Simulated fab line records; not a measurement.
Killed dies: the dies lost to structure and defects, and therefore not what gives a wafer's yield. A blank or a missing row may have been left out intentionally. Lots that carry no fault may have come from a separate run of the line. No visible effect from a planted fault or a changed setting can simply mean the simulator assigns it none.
Which tool was responsible? || flow gf180mcu || 18 wafers from 6 lots sampled at 4 of the route's 602 steps

== WHAT THE GAUGES SHOWED, per wafer ==
GF_M4_RS_MEAS_05: the measuring method here is four-point-probe.
{"lot": "L669", "measured": "day 23 01:40", "on": "film-metro-02", "M4_ALCU_RS (ohm/sq)": "0.0702 0.0691 0.0698"}
{"lot": "L671", "measured": "day 23 19:32", "on": "film-metro-01", "M4_ALCU_RS (ohm/sq)": "0.0689 0.0689 0.0691"}
{"lot": "L676", "measured": "day 25 08:56", "on": "film-metro-02", "M4_ALCU_RS (ohm/sq)": "0.0687 0.0689 0.0678"}
{"lot": "L687", "measured": "day 28 22:17", "on": "film-metro-03", "M4_ALCU_RS (ohm/sq)": "0.0699 0.0701 0.0702"}
{"lot": "L690", "measured": "day 29 17:02", "on": "film-metro-02", "M4_ALCU_RS (ohm/sq)": "0.0693 0.0689 0.0700"}

== WHAT TOOL EACH LOT RAN ON (gives the tool, then ch and the chambers of the sampled wafers, and finally the start) ==
{"lot": "L669", "GF_M3_SPUTTER_04": "pvd-sputter-04, day 20 23:46", "GF_V3_CMP_26": "cmp-01 ch 1,3, day 23 01:07", "GF_M4_SPUTTER_01": "pvd-sputter-01, day 23 01:31"}
{"lot": "L671", "GF_M3_SPUTTER_04": "pvd-sputter-02, day 21 17:54", "GF_V3_CMP_26": "cmp-01 ch 0,1,3, day 23 19:05", "GF_M4_SPUTTER_01": "pvd-sputter-03, day 23 19:23"}
{"lot": "L676", "GF_M3_SPUTTER_04": "pvd-sputter-04, day 23 09:17", "GF_V3_CMP_26": "cmp-02 ch 1,2,3, day 25 08:28", "GF_M4_SPUTTER_01": "pvd-sputter-01, day 25 08:49"}
{"lot": "L682", "GF_M3_SPUTTER_04": "pvd-sputter-03, day 25 11:30", "GF_V3_CMP_26": "cmp-02 ch 0,3, day 27 07:37", "GF_M4_SPUTTER_01": "-"}
{"lot": "L687", "GF_M3_SPUTTER_04": "pvd-sputter-03, day 27 04:37", "GF_V3_CMP_26": "cmp-02 ch 1,2,3, day 28 21:49", "GF_M4_SPUTTER_01": "pvd-sputter-02, day 28 22:07"}
{"lot": "L690", "GF_M3_SPUTTER_04": "pvd-sputter-04, day 27 22:53", "GF_V3_CMP_26": "cmp-01 ch 0,1,2, day 29 16:31", "GF_M4_SPUTTER_01": "pvd-sputter-01, day 29 16:55"}
- GF_M3_SPUTTER_04: material TiN, target thk 50 nm, time 41.7 s.
- GF_V3_CMP_26: polishes, stops on SiO2, t overpolish 15 s, target thk 0 nm.
- GF_M4_SPUTTER_01: material TiN, target thk 30 nm, time 25 s.

== THE ANSWER, worked out from the rows above alone ==
Rule: what is usual is taken from the lots themselves. The widest of any qualifying gaps counts: lots, ordered by their means at a reading, are off when they make up no more than a third of the lots, leave a main group of 4 or more, and stand apart from it by 3 or more times the standard deviation of that group's means. A main group whose means are all the same, to the digits that the tables above print for the reading, isn't used. Also off: a lot with no number at a reading for which 4 or more lots have one. All remaining lots with rows at the step are treated as sound.
None of the lots is off at any reading shown; this tells nothing.

== WHAT THE SIMULATOR HAD PUT IN ==
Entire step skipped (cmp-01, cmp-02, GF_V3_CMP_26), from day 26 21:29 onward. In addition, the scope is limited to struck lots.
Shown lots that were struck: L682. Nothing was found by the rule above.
